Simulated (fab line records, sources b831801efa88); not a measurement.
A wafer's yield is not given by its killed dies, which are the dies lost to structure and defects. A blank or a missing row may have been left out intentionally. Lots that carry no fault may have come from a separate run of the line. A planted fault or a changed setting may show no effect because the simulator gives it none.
fab line records :: flow sky130
[record]
  lots = 12
  wafers = 35
  lastDay = 50
route steps=708 shown VIA1@480 METAL2@483 VIA2@507 PAD_OPEN@708
lots that met no fault: from a run of the same line without faults
startH: hours from the record's opening day to when the first of the lot's shown wafers began :: waitH: hours since the lot's step before :: " repeats the value in the row above :: L1.1+2: a row that stands for several wafers :: - no value, or no start was given :: * or withheld: withheld :: < > ~ a bound
route shown NAME@n: NAME is a module with steps in the file, n the number in the route of the first one :: usual: average and standard deviation across the fault-free wafers :: same: alike in all rows :: chamber/n: place in a boat :: sites: the reading at each site :: _std_site: standard deviation across them :: _edge_site: inner sites' mean taken away from outer sites' mean :: radiusMm: how far each site lies from the wafer's centre :: mask NAME#n: copy n :: behind: the last tool/chamber to shape the wafer :: hold: why the lot was held/for how many hours/how that ended :: device: the n, p or np transistor that did not switch :: end of line: at the end of the route, the tests of the same wafers :: a step with no rows: only its recipe :: killed: not the wafer's yield, but the dies lost to structure and defects at the first sort :: map: shows each die of a wafer: x if killed, . if not, _ if none is there
set.NAME: the setting the step ran with; set.NAME@STEP: the setting that earlier step ran with :: model.NAME: the simulator's own value behind a step, which no gauge read
one table for each step of the route and one row for each wafer, over a sample of lots
services: a tool's chamber out of use, with start hour (startH, from the record's first day; less than 0 if before it), hours out, and reason
[[steps]]
[step SKY_VIA1_RS_MEAS_22]
[recipe]
  thkMeasGauge = four-point-probe
  reads = W_of_VIA1_CVD_21+TiN_of_VIA1_SPUTTER_20
[usual]
  VIA1_W_RS = 0.427/0.0042
lot.wafer: L893.1
tool: filmMetro-04
chamber: -
startH: 792.42
waitH: 0.1
VIA1_W_RS[ohm/sq]: 0.436

lot.wafer: L893.2
tool: filmMetro-04
chamber: -
startH: 792.42
waitH: 0.1
VIA1_W_RS[ohm/sq]: 0.428

lot.wafer: L893.5
tool: filmMetro-04
chamber: -
startH: 792.42
waitH: 0.1
VIA1_W_RS[ohm/sq]: 0.424

lot.wafer: L895.3
tool: filmMetro-01
chamber: -
startH: 803.44
waitH: 0.1
VIA1_W_RS[ohm/sq]: 0.429

lot.wafer: L895.5
tool: filmMetro-01
chamber: -
startH: 803.44
waitH: 0.1
VIA1_W_RS[ohm/sq]: 0.431

lot.wafer: L895.6
tool: filmMetro-01
chamber: -
startH: 803.44
waitH: 0.1
VIA1_W_RS[ohm/sq]: 0.422

lot.wafer: L897.1
tool: filmMetro-04
chamber: -
startH: 829.10
waitH: 0.1
VIA1_W_RS[ohm/sq]: 0.429

lot.wafer: L897.2
tool: filmMetro-04
chamber: -
startH: 829.10
waitH: 0.1
VIA1_W_RS[ohm/sq]: 0.429

lot.wafer: L897.5
tool: filmMetro-04
chamber: -
startH: 829.10
waitH: 0.1
VIA1_W_RS[ohm/sq]: 0.429

lot.wafer: L901.1
tool: filmMetro-04
chamber: -
startH: 850.30
waitH: 0.1
VIA1_W_RS[ohm/sq]: 0.425

lot.wafer: L901.3
tool: filmMetro-04
chamber: -
startH: 850.30
waitH: 0.1
VIA1_W_RS[ohm/sq]: 0.427

lot.wafer: L901.4
tool: filmMetro-04
chamber: -
startH: 850.30
waitH: 0.1
VIA1_W_RS[ohm/sq]: 0.426

lot.wafer: L902.1
tool: filmMetro-04
chamber: -
startH: 859.66
waitH: 0.1
VIA1_W_RS[ohm/sq]: 0.429

lot.wafer: L902.4
tool: filmMetro-04
chamber: -
startH: 859.66
waitH: 0.1
VIA1_W_RS[ohm/sq]: 0.425

lot.wafer: L909.1
tool: filmMetro-02
chamber: -
startH: 922.85
waitH: 0.1
VIA1_W_RS[ohm/sq]: 0.419

lot.wafer: L909.3
tool: filmMetro-02
chamber: -
startH: 922.85
waitH: 0.1
VIA1_W_RS[ohm/sq]: 0.419

lot.wafer: L909.4
tool: filmMetro-02
chamber: -
startH: 922.85
waitH: 0.1
VIA1_W_RS[ohm/sq]: 0.419

lot.wafer: L910.2
tool: filmMetro-02
chamber: -
startH: 924.62
waitH: 0.1
VIA1_W_RS[ohm/sq]: 0.430

lot.wafer: L910.4
tool: filmMetro-02
chamber: -
startH: 924.62
waitH: 0.1
VIA1_W_RS[ohm/sq]: 0.439

lot.wafer: L910.5
tool: filmMetro-02
chamber: -
startH: 924.62
waitH: 0.1
VIA1_W_RS[ohm/sq]: 0.435

lot.wafer: L911.1
tool: filmMetro-02
chamber: -
startH: 930.33
waitH: 0.1
VIA1_W_RS[ohm/sq]: 0.432

lot.wafer: L911.2
tool: filmMetro-02
chamber: -
startH: 930.33
waitH: 0.1
VIA1_W_RS[ohm/sq]: 0.421

lot.wafer: L911.6
tool: filmMetro-02
chamber: -
startH: 930.33
waitH: 0.1
VIA1_W_RS[ohm/sq]: 0.420

lot.wafer: L912.1
tool: filmMetro-02
chamber: -
startH: 936.11
waitH: 0.1
VIA1_W_RS[ohm/sq]: 0.429

lot.wafer: L912.3
tool: filmMetro-02
chamber: -
startH: 936.11
waitH: 0.1
VIA1_W_RS[ohm/sq]: 0.419

lot.wafer: L912.6
tool: filmMetro-02
chamber: -
startH: 936.11
waitH: 0.1
VIA1_W_RS[ohm/sq]: 0.428

lot.wafer: L913.2
tool: filmMetro-04
chamber: -
startH: 945.10
waitH: 0.1
VIA1_W_RS[ohm/sq]: 0.423

lot.wafer: L913.4
tool: filmMetro-04
chamber: -
startH: 945.10
waitH: 0.1
VIA1_W_RS[ohm/sq]: 0.425

lot.wafer: L913.6
tool: filmMetro-04
chamber: -
startH: 945.10
waitH: 0.1
VIA1_W_RS[ohm/sq]: 0.425

lot.wafer: L916.1
tool: filmMetro-02
chamber: -
startH: 964.86
waitH: 0.1
VIA1_W_RS[ohm/sq]: 0.427

lot.wafer: L916.4
tool: filmMetro-02
chamber: -
startH: 964.86
waitH: 0.1
VIA1_W_RS[ohm/sq]: 0.427

lot.wafer: L916.5
tool: filmMetro-02
chamber: -
startH: 964.86
waitH: 0.1
VIA1_W_RS[ohm/sq]: 0.429

lot.wafer: L914.1
tool: filmMetro-01
chamber: -
startH: 967.24
waitH: 0.1
VIA1_W_RS[ohm/sq]: 0.425

lot.wafer: L914.3
tool: filmMetro-01
chamber: -
startH: 967.24
waitH: 0.1
VIA1_W_RS[ohm/sq]: 0.425

lot.wafer: L914.6
tool: filmMetro-01
chamber: -
startH: 967.24
waitH: 0.1
VIA1_W_RS[ohm/sq]: 0.427
[step SKY_METAL2_SPUTTER_00]
[recipe]
  material = Ti
  targetThkNm = 15
  powerW = 3000
  timeS = 10
  chamberPressurePa = 0.4
[usual]
  throttleValvePct = 29.2/0.9
lot.wafer: L893.1
tool: pvdSputter-01
chamber: -
startH: 793.05
waitH: 0.1
throttleValvePct: 29.6

lot.wafer: L893.2
tool: pvdSputter-01
chamber: -
startH: 793.05
waitH: 0.1
throttleValvePct: 29.9

lot.wafer: L893.5
tool: pvdSputter-01
chamber: -
startH: 793.05
waitH: 0.1
throttleValvePct: 28.6

lot.wafer: L895.3
tool: pvdSputter-02
chamber: -
startH: 803.88
waitH: 0.2
throttleValvePct: 27.9

lot.wafer: L895.5
tool: pvdSputter-02
chamber: -
startH: 803.88
waitH: 0.2
throttleValvePct: 29.3

lot.wafer: L895.6
tool: pvdSputter-02
chamber: -
startH: 803.88
waitH: 0.2
throttleValvePct: 28.1

lot.wafer: L897.1
tool: pvdSputter-02
chamber: -
startH: 829.89
waitH: 0.2
throttleValvePct: 30.0

lot.wafer: L897.2
tool: pvdSputter-02
chamber: -
startH: 829.89
waitH: 0.2
throttleValvePct: 31.1

lot.wafer: L897.5
tool: pvdSputter-02
chamber: -
startH: 829.89
waitH: 0.2
throttleValvePct: 29.9

lot.wafer: L901.1
tool: pvdSputter-02
chamber: -
startH: 850.78
waitH: 0.2
throttleValvePct: 29.7

lot.wafer: L901.3
tool: pvdSputter-02
chamber: -
startH: 850.78
waitH: 0.2
throttleValvePct: 31.1

lot.wafer: L901.4
tool: pvdSputter-02
chamber: -
startH: 850.78
waitH: 0.2
throttleValvePct: 27.9

lot.wafer: L902.1
tool: pvdSputter-02
chamber: -
startH: 860.14
waitH: 0.2
throttleValvePct: 31.0

lot.wafer: L902.4
tool: pvdSputter-02
chamber: -
startH: 860.14
waitH: 0.2
throttleValvePct: 29.4

lot.wafer: L909.1
tool: pvdSputter-01
chamber: -
startH: 923.33
waitH: 0.1
throttleValvePct: 29.6

lot.wafer: L909.3
tool: pvdSputter-01
chamber: -
startH: 923.33
waitH: 0.1
throttleValvePct: 29.4

lot.wafer: L909.4
tool: pvdSputter-01
chamber: -
startH: 923.33
waitH: 0.1
throttleValvePct: 28.7

lot.wafer: L910.2
tool: pvdSputter-01
chamber: -
startH: 925.08
waitH: 0.1
throttleValvePct: 28.3

lot.wafer: L910.4
tool: pvdSputter-01
chamber: -
startH: 925.08
waitH: 0.1
throttleValvePct: 29.4

lot.wafer: L910.5
tool: pvdSputter-01
chamber: -
startH: 925.08
waitH: 0.1
throttleValvePct: 29.2

lot.wafer: L911.1
tool: pvdSputter-01
chamber: -
startH: 930.84
waitH: 0.2
throttleValvePct: 28.9

lot.wafer: L911.2
tool: pvdSputter-01
chamber: -
startH: 930.84
waitH: 0.2
throttleValvePct: 29.4

lot.wafer: L911.6
tool: pvdSputter-01
chamber: -
startH: 930.84
waitH: 0.2
throttleValvePct: 29.6

lot.wafer: L912.1
tool: pvdSputter-01
chamber: -
startH: 939.18
waitH: 0.2
throttleValvePct: 29.7

lot.wafer: L912.3
tool: pvdSputter-01
chamber: -
startH: 939.18
waitH: 0.2
throttleValvePct: 28.5

lot.wafer: L912.6
tool: pvdSputter-01
chamber: -
startH: 939.18
waitH: 0.2
throttleValvePct: 29.3

lot.wafer: L913.2
tool: pvdSputter-02
chamber: -
startH: 945.56
waitH: 0.2
throttleValvePct: 29.2

lot.wafer: L913.4
tool: pvdSputter-02
chamber: -
startH: 945.56
waitH: 0.2
throttleValvePct: 30.3

lot.wafer: L913.6
tool: pvdSputter-02
chamber: -
startH: 945.56
waitH: 0.2
throttleValvePct: 29.7

lot.wafer: L916.1
tool: pvdSputter-02
chamber: -
startH: 965.34
waitH: 0.2
throttleValvePct: 27.6

lot.wafer: L916.4
tool: pvdSputter-02
chamber: -
startH: 965.34
waitH: 0.2
throttleValvePct: 29.7

lot.wafer: L916.5
tool: pvdSputter-02
chamber: -
startH: 965.34
waitH: 0.2
throttleValvePct: 28.0

lot.wafer: L914.1
tool: pvdSputter-04
chamber: -
startH: 967.82
waitH: 0.2
throttleValvePct: 27.5

lot.wafer: L914.3
tool: pvdSputter-04
chamber: -
startH: 967.82
waitH: 0.2
throttleValvePct: 29.4

lot.wafer: L914.6
tool: pvdSputter-04
chamber: -
startH: 967.82
waitH: 0.2
throttleValvePct: 30.0
[step SKY_METAL2_SPUTTER_04]
[recipe]
  material = TiN
  targetThkNm = 70
  powerW = 6500
  timeS = 58.3
  chamberPressurePa = 0.4
[usual]
  throttleValvePct = 29.2/0.94
lot.wafer: L893.1
tool: pvdSputter-01
chamber: -
startH: 793.14
waitH: 0.0
throttleValvePct: 29.6

lot.wafer: L893.2
tool: pvdSputter-01
chamber: -
startH: 793.14
waitH: 0.0
throttleValvePct: 29.6

lot.wafer: L893.5
tool: pvdSputter-01
chamber: -
startH: 793.14
waitH: 0.0
throttleValvePct: 28.7

lot.wafer: L895.3
tool: pvdSputter-02
chamber: -
startH: 803.97
waitH: 0.0
throttleValvePct: 27.7

lot.wafer: L895.5
tool: pvdSputter-02
chamber: -
startH: 803.97
waitH: 0.0
throttleValvePct: 29.6

lot.wafer: L895.6
tool: pvdSputter-02
chamber: -
startH: 803.97
waitH: 0.0
throttleValvePct: 27.8

lot.wafer: L897.1
tool: pvdSputter-02
chamber: -
startH: 829.98
waitH: 0.0
throttleValvePct: 30.1

lot.wafer: L897.2
tool: pvdSputter-02
chamber: -
startH: 829.98
waitH: 0.0
throttleValvePct: 31.5

lot.wafer: L897.5
tool: pvdSputter-02
chamber: -
startH: 829.98
waitH: 0.0
throttleValvePct: 30.1

lot.wafer: L901.1
tool: pvdSputter-02
chamber: -
startH: 850.87
waitH: 0.0
throttleValvePct: 29.9

lot.wafer: L901.3
tool: pvdSputter-02
chamber: -
startH: 850.87
waitH: 0.0
throttleValvePct: 31.0

lot.wafer: L901.4
tool: pvdSputter-02
chamber: -
startH: 850.87
waitH: 0.0
throttleValvePct: 27.7

lot.wafer: L902.1
tool: pvdSputter-02
chamber: -
startH: 860.24
waitH: 0.0
throttleValvePct: 31.5

lot.wafer: L902.4
tool: pvdSputter-02
chamber: -
startH: 860.24
waitH: 0.0
throttleValvePct: 29.1

lot.wafer: L909.1
tool: pvdSputter-01
chamber: -
startH: 923.42
waitH: 0.0
throttleValvePct: 29.4

lot.wafer: L909.3
tool: pvdSputter-01
chamber: -
startH: 923.42
waitH: 0.0
throttleValvePct: 29.7

lot.wafer: L909.4
tool: pvdSputter-01
chamber: -
startH: 923.42
waitH: 0.0
throttleValvePct: 28.5

lot.wafer: L910.2
tool: pvdSputter-01
chamber: -
startH: 925.17
waitH: 0.0
throttleValvePct: 28.3

lot.wafer: L910.4
tool: pvdSputter-01
chamber: -
startH: 925.17
waitH: 0.0
throttleValvePct: 29.5

lot.wafer: L910.5
tool: pvdSputter-01
chamber: -
startH: 925.17
waitH: 0.0
throttleValvePct: 29.1

lot.wafer: L911.1
tool: pvdSputter-01
chamber: -
startH: 930.93
waitH: 0.0
throttleValvePct: 29.1

lot.wafer: L911.2
tool: pvdSputter-01
chamber: -
startH: 930.93
waitH: 0.0
throttleValvePct: 29.3

lot.wafer: L911.6
tool: pvdSputter-01
chamber: -
startH: 930.93
waitH: 0.0
throttleValvePct: 29.3

lot.wafer: L912.1
tool: pvdSputter-01
chamber: -
startH: 939.27
waitH: 0.0
throttleValvePct: 29.6

lot.wafer: L912.3
tool: pvdSputter-01
chamber: -
startH: 939.27
waitH: 0.0
throttleValvePct: 28.5

lot.wafer: L912.6
tool: pvdSputter-01
chamber: -
startH: 939.27
waitH: 0.0
throttleValvePct: 28.9

lot.wafer: L913.2
tool: pvdSputter-02
chamber: -
startH: 945.65
waitH: 0.0
throttleValvePct: 29.2

lot.wafer: L913.4
tool: pvdSputter-02
chamber: -
startH: 945.65
waitH: 0.0
throttleValvePct: 30.0

lot.wafer: L913.6
tool: pvdSputter-02
chamber: -
startH: 945.65
waitH: 0.0
throttleValvePct: 29.7

lot.wafer: L916.1
tool: pvdSputter-02
chamber: -
startH: 965.43
waitH: 0.0
throttleValvePct: 27.8

lot.wafer: L916.4
tool: pvdSputter-02
chamber: -
startH: 965.43
waitH: 0.0
throttleValvePct: 30.0

lot.wafer: L916.5
tool: pvdSputter-02
chamber: -
startH: 965.43
waitH: 0.0
throttleValvePct: 27.7

lot.wafer: L914.1
tool: pvdSputter-04
chamber: -
startH: 967.91
waitH: 0.0
throttleValvePct: 27.5

lot.wafer: L914.3
tool: pvdSputter-04
chamber: -
startH: 967.91
waitH: 0.0
throttleValvePct: 29.6

lot.wafer: L914.6
tool: pvdSputter-04
chamber: -
startH: 967.91
waitH: 0.0
throttleValvePct: 30.0
[step SKY_VIA2_HDPCVD_00]
[recipe]
  material = SiO2
  targetThkNm = 1180
  sigmaOpenFrac = 0.3
  timeS = 196.7
  tempC = 400
  sih4FlowSccm = 60
  pressureMtorr = 6
lot.wafer: L893.1+2+5
tool: hdpcvd-02
chamber: 1,2,2
startH: 821.04
waitH: 0.0

lot.wafer: L895.3+5+6
tool: hdpcvd-02
chamber: 2,1,2
startH: 831.26
waitH: 0.1

lot.wafer: L897.1+2+5
tool: hdpcvd-01
chamber: 1,0,2
startH: 856.46
waitH: 0.0

lot.wafer: L901.1+3+4
tool: hdpcvd-01
chamber: 1,2,1
startH: 878.14
waitH: 0.0

lot.wafer: L902.1+4
tool: hdpcvd-01
chamber: 1
startH: 887.45
waitH: 0.0

lot.wafer: L909.1+3+4
tool: hdpcvd-01
chamber: 2,0,2
startH: 948.92
waitH: 0.0

lot.wafer: L910.2+4+5
tool: hdpcvd-01
chamber: 1,1,2
startH: 949.75
waitH: 0.0

lot.wafer: L911.1+2+6
tool: hdpcvd-02
chamber: 1,2,2
startH: 956.83
waitH: 0.0

lot.wafer: L912.1+3+6
tool: hdpcvd-02
chamber: 2,0,2
startH: 964.21
waitH: 0.0

lot.wafer: L913.2+4+6
tool: hdpcvd-02
chamber: 1,1,2
startH: 970.99
waitH: 0.0

lot.wafer: L916.1+4+5
tool: hdpcvd-01
chamber: 0,0,2
startH: 990.22
waitH: 0.0

lot.wafer: L914.1+3+6
tool: hdpcvd-01
chamber: 2,1,0
startH: 992.48
waitH: 0.0
[step SKY_VIA2_THK_MEAS_01]
[recipe]
  reads = SiO2_of_VIA2_HDPCVD_00
[usual]
  VIA2_HDPCVD_THK = 1174/12
lot.wafer: L893.1
tool: filmMetro-01
chamber: -
startH: 821.23
waitH: 0.1
VIA2_HDPCVD_THK[nm]: 1172

lot.wafer: L893.2
tool: filmMetro-01
chamber: -
startH: 821.23
waitH: 0.1
VIA2_HDPCVD_THK[nm]: 1175

lot.wafer: L893.5
tool: filmMetro-01
chamber: -
startH: 821.23
waitH: 0.1
VIA2_HDPCVD_THK[nm]: 1156

lot.wafer: L895.3
tool: filmMetro-04
chamber: -
startH: 831.41
waitH: 0.1
VIA2_HDPCVD_THK[nm]: 1161

lot.wafer: L895.5
tool: filmMetro-04
chamber: -
startH: 831.41
waitH: 0.1
VIA2_HDPCVD_THK[nm]: 1182

lot.wafer: L895.6
tool: filmMetro-04
chamber: -
startH: 831.41
waitH: 0.1
VIA2_HDPCVD_THK[nm]: 1163

lot.wafer: L897.1
tool: filmMetro-03
chamber: -
startH: 856.58
waitH: 0.1
VIA2_HDPCVD_THK[nm]: 1186

lot.wafer: L897.2
tool: filmMetro-03
chamber: -
startH: 856.58
waitH: 0.1
VIA2_HDPCVD_THK[nm]: 1185

lot.wafer: L897.5
tool: filmMetro-03
chamber: -
startH: 856.58
waitH: 0.1
VIA2_HDPCVD_THK[nm]: 1178

lot.wafer: L901.1
tool: filmMetro-03
chamber: -
startH: 878.27
waitH: 0.1
VIA2_HDPCVD_THK[nm]: 1185

lot.wafer: L901.3
tool: filmMetro-03
chamber: -
startH: 878.27
waitH: 0.1
VIA2_HDPCVD_THK[nm]: 1199

lot.wafer: L901.4
tool: filmMetro-03
chamber: -
startH: 878.27
waitH: 0.1
VIA2_HDPCVD_THK[nm]: 1562

lot.wafer: L902.1
tool: filmMetro-04
chamber: -
startH: 887.57
waitH: 0.1
VIA2_HDPCVD_THK[nm]: 1170

lot.wafer: L902.4
tool: filmMetro-04
chamber: -
startH: 887.57
waitH: 0.1
VIA2_HDPCVD_THK[nm]: 1538

lot.wafer: L909.1
tool: filmMetro-04
chamber: -
startH: 949.05
waitH: 0.1
VIA2_HDPCVD_THK[nm]: 1168

lot.wafer: L909.3
tool: filmMetro-04
chamber: -
startH: 949.05
waitH: 0.1
VIA2_HDPCVD_THK[nm]: 1153

lot.wafer: L909.4
tool: filmMetro-04
chamber: -
startH: 949.05
waitH: 0.1
VIA2_HDPCVD_THK[nm]: 1147

lot.wafer: L910.2
tool: filmMetro-01
chamber: -
startH: 949.88
waitH: 0.1
VIA2_HDPCVD_THK[nm]: 1166

lot.wafer: L910.4
tool: filmMetro-01
chamber: -
startH: 949.88
waitH: 0.1
VIA2_HDPCVD_THK[nm]: 1159

lot.wafer: L910.5
tool: filmMetro-01
chamber: -
startH: 949.88
waitH: 0.1
VIA2_HDPCVD_THK[nm]: 1167

lot.wafer: L911.1
tool: filmMetro-01
chamber: -
startH: 956.95
waitH: 0.1
VIA2_HDPCVD_THK[nm]: 1170

lot.wafer: L911.2
tool: filmMetro-01
chamber: -
startH: 956.95
waitH: 0.1
VIA2_HDPCVD_THK[nm]: 1184

lot.wafer: L911.6
tool: filmMetro-01
chamber: -
startH: 956.95
waitH: 0.1
VIA2_HDPCVD_THK[nm]: 1167

lot.wafer: L912.1
tool: filmMetro-03
chamber: -
startH: 964.34
waitH: 0.1
VIA2_HDPCVD_THK[nm]: 1181

lot.wafer: L912.3
tool: filmMetro-03
chamber: -
startH: 964.34
waitH: 0.1
VIA2_HDPCVD_THK[nm]: 1202

lot.wafer: L912.6
tool: filmMetro-03
chamber: -
startH: 964.34
waitH: 0.1
VIA2_HDPCVD_THK[nm]: 1178

lot.wafer: L913.2
tool: filmMetro-03
chamber: -
startH: 971.12
waitH: 0.1
VIA2_HDPCVD_THK[nm]: 1164

lot.wafer: L913.4
tool: filmMetro-03
chamber: -
startH: 971.12
waitH: 0.1
VIA2_HDPCVD_THK[nm]: 1177

lot.wafer: L913.6
tool: filmMetro-03
chamber: -
startH: 971.12
waitH: 0.1
VIA2_HDPCVD_THK[nm]: 1164

lot.wafer: L916.1
tool: filmMetro-03
chamber: -
startH: 990.35
waitH: 0.1
VIA2_HDPCVD_THK[nm]: 1170

lot.wafer: L916.4
tool: filmMetro-03
chamber: -
startH: 990.35
waitH: 0.1
VIA2_HDPCVD_THK[nm]: 1164

lot.wafer: L916.5
tool: filmMetro-03
chamber: -
startH: 990.35
waitH: 0.1
VIA2_HDPCVD_THK[nm]: 1186

lot.wafer: L914.1
tool: filmMetro-04
chamber: -
startH: 992.60
waitH: 0.1
VIA2_HDPCVD_THK[nm]: 1177

lot.wafer: L914.3
tool: filmMetro-04
chamber: -
startH: 992.60
waitH: 0.1
VIA2_HDPCVD_THK[nm]: 1163

lot.wafer: L914.6
tool: filmMetro-04
chamber: -
startH: 992.60
waitH: 0.1
VIA2_HDPCVD_THK[nm]: 1160
[step SKY_PAD_OPEN_PROBE_99]
[usual]
  defectLimitedYield = 82.4/2
  killed_at_M0_to_M3 = 44/6.5
  killed_at_M4_up = 3.3/1.7
  killedAtContacts = 25/5.3
  killedAtFrontEnd = 15/5
  killedAtOther = 0.2/0.47
  killedDies = 87/9.9
  killedOpen = 47/8
  killedShort = 39/6.1
  sort_bin_3_pad_short = 0.9/0.43
  sort_bin_5_function = 10.4/1.5
  sort_bin_6_memory = 6.2/1.2
  sortNPass = 405/9.9
  sortYieldPct = 82.4/2
[same]
  grossDies = 492
  killedAtBackSide = 0
  sort_bin_4_leakage[%] = 0
  sort_bin_8_speed[%] = 0
lot.wafer: L910.2
tool: prober-01
chamber: -
startH: 1173.17
waitH: 0.1
defectLimitedYield[%]: 85.6
killed_at_M0_to_M3: 36
killed_at_M4_up: 7
killedAtContacts: 19
killedAtFrontEnd: 9
killedAtOther: 0
killedDies: 71
killedOpen: 37
killedShort: 34
sort_bin_3_pad_short[%]: 0.8
sort_bin_5_function[%]: 8.7
sort_bin_6_memory[%]: 4.9
sortNPass: 421
sortYieldPct[%]: 85.6

lot.wafer: L910.4
tool: prober-01
chamber: -
startH: 1173.27
waitH: 0.2
defectLimitedYield[%]: 80.5
killed_at_M0_to_M3: 52
killed_at_M4_up: 1
killedAtContacts: 24
killedAtFrontEnd: 18
killedAtOther: 1
killedDies: 96
killedOpen: 60
killedShort: 36
sort_bin_3_pad_short[%]: 0.2
sort_bin_5_function[%]: 11.0
sort_bin_6_memory[%]: 8.3
sortNPass: 396
sortYieldPct[%]: 80.5

lot.wafer: L910.5
tool: prober-01
chamber: -
startH: 1173.32
waitH: 0.2
defectLimitedYield[%]: 81.3
killed_at_M0_to_M3: 50
killed_at_M4_up: 2
killedAtContacts: 21
killedAtFrontEnd: 19
killedAtOther: 0
killedDies: 92
killedOpen: 45
killedShort: 47
sort_bin_3_pad_short[%]: 0.6
sort_bin_5_function[%]: 11.8
sort_bin_6_memory[%]: 6.3
sortNPass: 400
sortYieldPct[%]: 81.3

lot.wafer: L912.3
tool: prober-02
chamber: -
startH: 1182.87
waitH: 0.2
defectLimitedYield[%]: 83.1
killed_at_M0_to_M3: 36
killed_at_M4_up: 4
killedAtContacts: 27
killedAtFrontEnd: 15
killedAtOther: 1
killedDies: 83
killedOpen: 41
killedShort: 42
sort_bin_3_pad_short[%]: 0.8
sort_bin_5_function[%]: 11.4
sort_bin_6_memory[%]: 4.7
sortNPass: 409
sortYieldPct[%]: 83.1
// killed by level:class
L910.2 VIA1:geometricParticle:open=8 CONTACT:geometricParticle:open=7 METAL1:geometricParticle:short=7 VIA2:geometricParticle:open=6 METAL4:geometricParticle:short=6 LI_CONTACT:geometricParticle:open=4 METAL2:geometricParticle:short=4 POLY_GATE:geometricParticle:open=3
L910.4 CONTACT:geometricParticle:open=12 VIA1:geometricParticle:open=10 POLY_GATE:geometricParticle:open=8 METAL2:geometricParticle:short=8 VIA2:geometricParticle:open=7 FIELD_ISO:geometricParticle:open=6 VIA1:geometricParticle:short=6 VIA3:geometricParticle:open=6
L910.5 METAL1:geometricParticle:short=11 VIA1:geometricParticle:short=10 CONTACT:geometricParticle:open=10 VIA3:geometricParticle:open=7 FIELD_ISO:geometricParticle:open=6 METAL2:geometricParticle:short=6 VIA1:geometricParticle:open=6 LI_CONTACT:geometricParticle:open=5
L912.3 CONTACT:geometricParticle:open=9 VIA1:geometricParticle:short=8 VIA1:geometricParticle:open=7 CONTACT:geometricParticle:short=6 LI_CONTACT:geometricParticle:open=6 FIELD_ISO:geometricParticle:open=5 LOCAL_INTERCONNECT:geometricParticle:short=5 VIA3:geometricParticle:open=5
[[services]]
tool: hdpcvd-02
chamber: 0
startH: 779.83
hours: 58.9
kind: repair

tool: hdpcvd-01
chamber: -
startH: 805.18
hours: 0.7
kind: repair

tool: hdpcvd-02
chamber: 1
startH: 806.67
hours: 4.2
kind: repair

tool: hdpcvd-02
chamber: -
startH: 810.89
hours: 2.8
kind: pm

tool: pvdSputter-02
chamber: -
startH: 826.13
hours: 1.9
kind: repair

tool: hdpcvd-02
chamber: -
startH: 837.77
hours: 0.8
kind: pm

tool: hdpcvd-02
chamber: 2
startH: 846.16
hours: 8.6
kind: repair

tool: hdpcvd-01
chamber: 2
startH: 870.17
hours: 2.7
kind: repair

tool: pvdSputter-02
chamber: -
startH: 881.88
hours: 6.8
kind: repair

tool: hdpcvd-01
chamber: -
startH: 950.25
hours: 15.0
kind: pm

tool: hdpcvd-01
chamber: 0
startH: 950.25
hours: 15.0
kind: ventCycle

tool: hdpcvd-01
chamber: 1
startH: 950.25
hours: 15.0
kind: ventCycle

tool: hdpcvd-01
chamber: 2
startH: 950.25
hours: 15.0
kind: ventCycle

tool: hdpcvd-01
chamber: 0
startH: 965.25
hours: -
kind: clean

tool: hdpcvd-01
chamber: 1
startH: 965.25
hours: -
kind: clean

tool: hdpcvd-01
chamber: 2
startH: 965.25
hours: -
kind: clean

tool: pvdSputter-02
chamber: -
startH: 968.13
hours: 2.4
kind: repair

tool: pvdSputter-02
chamber: -
startH: 968.34
hours: 9.6
kind: repair

tool: pvdSputter-04
chamber: -
startH: 979.53
hours: 5.0
kind: repair

tool: pvdSputter-04
chamber: -
startH: 988.26
hours: 1.0
kind: repair
[[key]]
[firstSign]
  step = SKY_VIA2_THK_MEAS_01
  reading = VIA2_HDPCVD_THK
  direction = up
  sigmas = 30
  usual = 1174
  struck = 1550
effect none on later readings
metAt SKY_VIA2_HDPCVD_00
struckLots L901,L902
struckWafers L901.4,L902.4
notActingAt SKY_VIA1_RS_MEAS_22,SKY_METAL2_SPUTTER_00,SKY_METAL2_SPUTTER_04
onsetBetween 856.46 878.14
[fault]
  kind = processParameterDrift
  tool = hdpcvd-01
  chamber = -
  onsetH = 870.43
  steps = SKY_VIA2_HDPCVD_00
  channel = targetThkNm
  offset = 366.7
  shape = step
  endH = 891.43
  scope = struckWafersOnly
  actsIn = theseRecipesOnly
  stated = 1180
